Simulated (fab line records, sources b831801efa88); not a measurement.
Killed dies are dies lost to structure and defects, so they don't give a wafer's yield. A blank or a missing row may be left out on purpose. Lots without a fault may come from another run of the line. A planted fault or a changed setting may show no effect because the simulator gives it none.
Which tool did it? | flow gf180mcu | 13 lots, 39 wafers sampled, at 6 steps of a route of 602

WHAT THE GAUGES READ, wafer by wafer
GF_LVPWELL_TW_MEAS_11. Usual: LVPWELL_TW 558, standard deviation 5.6.
lot  | measured    | on            | LVPWELL_TW  | flag
L125 | day 4 02:26 | film_metro-02 | 562 558 557 |
L126 | day 4 08:07 | film_metro-04 | 564 566 563 |
L127 | day 4 12:55 | film_metro-02 | 558 559 559 |
L128 | day 4 18:59 | film_metro-02 | 557 557 559 |
L129 | day 5 00:10 | film_metro-01 | 557 558 557 |
L131 | day 5 15:08 | film_metro-04 | 566 566 568 |
L132 | day 5 20:16 | film_metro-04 | 568 568 569 |
L135 | day 6 10:46 | film_metro-01 | 557 558 558 |
L137 | day 7 00:06 | film_metro-02 | 529 530 533 | OFF
L140 | day 7 15:30 | film_metro-01 | 535 537 536 | OFF
L142 | day 8 07:20 | film_metro-01 | 559 559 560 |
L146 | day 8 23:28 | film_metro-01 | 560 558 553 |
L147 | day 9 08:20 | film_metro-02 | 554 550 554 |

GF_VT_IMPLANT_RS_MEAS_48: measures by four-point-probe. Usual: LVPWELL_RS 1198.0 ohm/sq, standard deviation 3.
lot  | measured     | on            | LVPWELL_RS (ohm/sq)  | flag
L125 | day 7 20:02  | film_metro-01 | 1197.5 1198.9 1200.3 |
L126 | day 8 03:57  | film_metro-04 | 1201.9 1198.7 1199.3 |
L127 | day 8 09:23  | film_metro-04 | 1194.3 1194.1 1192.9 |
L128 | day 8 15:02  | film_metro-01 | 1203.3 1202.6 1195.6 |
L129 | day 8 21:17  | film_metro-01 | 1200.7 1200.0 1200.0 |
L131 | day 9 14:59  | film_metro-02 | 1203.2 1204.5 1201.4 |
L132 | day 9 21:22  | film_metro-02 | 1196.2 1194.9 1197.3 |
L135 | day 10 14:41 | film_metro-01 | 1202.2 1200.6 1198.1 |
L137 | day 11 07:24 | film_metro-04 | 1296.8 1292.1 1294.9 | OFF
L140 | day 12 02:02 | film_metro-01 | 1296.8 1294.9 1297.3 | OFF
L142 | day 12 20:38 | film_metro-01 | 1195.2 1194.4 1197.0 |
L146 | day 13 15:38 | film_metro-04 | 1200.7 1202.4 1199.7 |
L147 | day 14 04:22 | film_metro-02 | 1195.4 1197.7 1195.8 |

GF_HV_LDD_THK_MEAS_55. Usual: HV_LDD_CVD_54_THK 9.96 nm, standard deviation 0.14.
lot  | measured     | on            | HV_LDD_CVD_54_THK (nm) | flag
L125 | day 12 17:59 | film_metro-04 | 9.87 9.93 9.76         |
L126 | day 13 05:05 | film_metro-01 | 9.84 10.02 9.94        |
L127 | day 13 09:37 | film_metro-01 | 9.78 9.78 9.86         |
L128 | day 13 18:42 | film_metro-04 | 10.07 10.03 10.10      |
L129 | day 13 23:12 | film_metro-01 | 10.40 10.27 10.24      |
L131 | day 14 19:31 | film_metro-04 | 9.92 9.97 10.03        |
L132 | day 15 03:52 | film_metro-04 | 9.76 9.94 9.90         |
L135 | day 16 00:46 | film_metro-04 | 9.77 9.88 9.86         |
L137 | day 16 22:45 | film_metro-02 | 10.02 10.07 10.15      |
L140 | day 17 17:37 | film_metro-04 | 9.84 9.98 9.91         |
L142 | day 18 20:42 | film_metro-04 | 9.81 9.81 9.79         |
L146 | day 20 07:44 | film_metro-02 | 9.86 9.87 9.92         |
L147 | day 20 07:23 | film_metro-02 | 10.09 9.98 10.11       |

GF_CONTACT_OVL_MEAS_15. Usual: CONTACT_OVL 1 nm, standard deviation 5.9.
lot  | measured     | on         | CONTACT_OVL (nm) | flag
L125 | day 16 09:10 | overlay-02 | -10 -3 -10       |
L126 | day 16 21:10 | overlay-01 | -2 7 6           |
L127 | day 17 03:59 | overlay-02 | 11 9 5           |
L128 | day 17 13:59 | overlay-02 | 2 2 0            |
L129 | day 17 20:22 | overlay-02 | 11 -3 5          |
L131 | day 18 16:32 | overlay-02 | 8 6 2            |
L132 | day 19 03:20 | overlay-02 | 11 6 13          |
L135 | day 20 03:07 | overlay-01 | -1 4 3           |
L137 | day 21 02:59 | overlay-01 | 1 1 -2           |
L140 | day 21 20:53 | overlay-01 | 4 3 2            |
L142 | day 22 23:58 | overlay-02 | -3 0 1           |
L146 | day 24 10:43 | overlay-02 | -1 -6 0          |
L147 | day 24 09:55 | overlay-02 | 0 2 -3           |

GF_M1_CD_MEAS_14: target cd 230 nm. Usual: cd_nm 230.1 nm, standard deviation 1.1.
lot  | measured     | on        | cd_nm (nm)        | flag
L125 | day 17 08:29 | cd_sem-01 | 229.3 229.6 230.6 |
L126 | day 17 21:55 | cd_sem-02 | 230.2 230.1 229.0 |
L127 | day 18 05:27 | cd_sem-01 | 229.6 230.7 229.6 |
L128 | day 18 14:00 | cd_sem-02 | 227.0 228.5 227.3 |
L129 | day 19 07:05 | cd_sem-01 | 229.1 230.0 230.1 |
L131 | day 19 18:20 | cd_sem-02 | 231.3 231.2 231.8 |
L132 | day 20 04:40 | cd_sem-02 | 231.5 231.4 232.1 |
L135 | day 21 04:06 | cd_sem-02 | 229.7 230.5 230.6 |
L137 | day 22 04:04 | cd_sem-02 | 231.4 230.4 230.6 |
L140 | day 22 21:23 | cd_sem-02 | 229.9 230.3 230.0 |
L142 | day 23 23:17 | cd_sem-02 | 230.2 229.9 229.9 |
L146 | day 25 09:56 | cd_sem-01 | 230.6 230.3 231.0 |
L147 | day 25 08:14 | cd_sem-02 | 229.9 230.0 230.3 |

WHICH TOOL RAN EACH LOT (tool, then ch and the chambers of the sampled wafers, then the start)
lot  | GF_LVPWELL_IMPLANT_08
L125 | implanter-03 ch 0, day 4 02:02
L126 | implanter-02 ch 0, day 4 07:44
L127 | implanter-03 ch 0, day 4 12:34
L128 | implanter-04 ch 0, day 4 18:35
L129 | implanter-03 ch 0, day 4 23:46
L131 | implanter-03 ch 0, day 5 14:44
L132 | implanter-02 ch 0, day 5 19:53
L135 | implanter-02 ch 0, day 6 10:22
L137 | implanter-02 ch 0, day 6 23:43
L140 | implanter-02 ch 0, day 7 15:08
L142 | implanter-03 ch 0, day 8 06:56
L146 | implanter-04 ch 0, day 8 23:04
L147 | implanter-04 ch 0, day 9 07:56
- GF_LVPWELL_IMPLANT_08

WHAT THE TOOLS THEMSELVES READ (means of the sampled wafers that have a number; where no wafer has one, the mark that the record gives instead)
GF_LVPWELL_IMPLANT_08. Usual: dose_ions_cm2 1.5001e+13, standard deviation 1.8e+10; faraday_current_uA 84.5, standard deviation 1.6.
lot  | tool         | dose_ions_cm2 | faraday_current_uA | flag
L125 | implanter-03 | 1.4983e+13    | 83.7               |
L126 | implanter-02 | 1.5011e+13    | 84.6               |
L127 | implanter-03 | 1.5022e+13    | 84.8               |
L128 | implanter-04 | 1.5014e+13    | 83.0               |
L129 | implanter-03 | 1.5032e+13    | 86.0               |
L131 | implanter-03 | 1.5004e+13    | 84.3               |
L132 | implanter-02 | 1.5021e+13    | 84.9               |
L135 | implanter-02 | 1.4990e+13    | 83.8               |
L137 | implanter-02 | 1.2799e+13    | 71.5               | OFF
L140 | implanter-02 | 1.2814e+13    | 73.2               | OFF
L142 | implanter-03 | 1.5009e+13    | 85.4               |
L146 | implanter-04 | 1.4988e+13    | 83.5               |
L147 | implanter-04 | 1.5013e+13    | 85.0               |

THE ANSWER, worked out from the rows above alone
Rule: a lot is off if the mean of its wafers that have a number lies more than 3 standard deviations from the usual mean. A lot without any number at a reading at which 4 lots or more have one is off too. The other lots that the step has rows for count as sound. The gauges are gone through in route order, then the tools' own readings, and for those a lot's mean is taken as printed above. The first step at which some lot is off is used, and at that step the reading that is off furthest; a lot without a number counts as furthest.
Off: L137, L140, at GF_LVPWELL_TW_MEAS_11 (LVPWELL_TW).
A tool fits if, at a process step before that reading, it ran every lot that is off, and no sound lot after the first of them. The gauges at GF_LVPWELL_TW_MEAS_11 aren't tried: what is off there is off at GF_LVPWELL_IMPLANT_08 too, on other tools, and a gauge's error can't cause that. One fits: implanter-02 at GF_LVPWELL_IMPLANT_08. Its last sound lot is L135 (day 6 10:22), its first lot that is off L137 (day 6 23:43): a fault that began between those two fits.
The tool's own readings at GF_LVPWELL_IMPLANT_08 bear it out: on the lots that are off they differ by more than 5 times the standard deviation of the sound lots' means. dose_ions_cm2 reads 1.2806e+13 there against 1.5008e+13 on the sound lots; faraday_current_uA reads 72.3 there against 84.5 on the sound lots.

WHAT THE SIMULATOR HAD PUT IN
Process parameter drift: implanter-02, from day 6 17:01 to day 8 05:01, at GF_LVPWELL_IMPLANT_08. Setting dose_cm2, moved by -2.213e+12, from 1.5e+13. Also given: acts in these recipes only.
Lots struck among those shown: L137, L140. The rule above found the same.
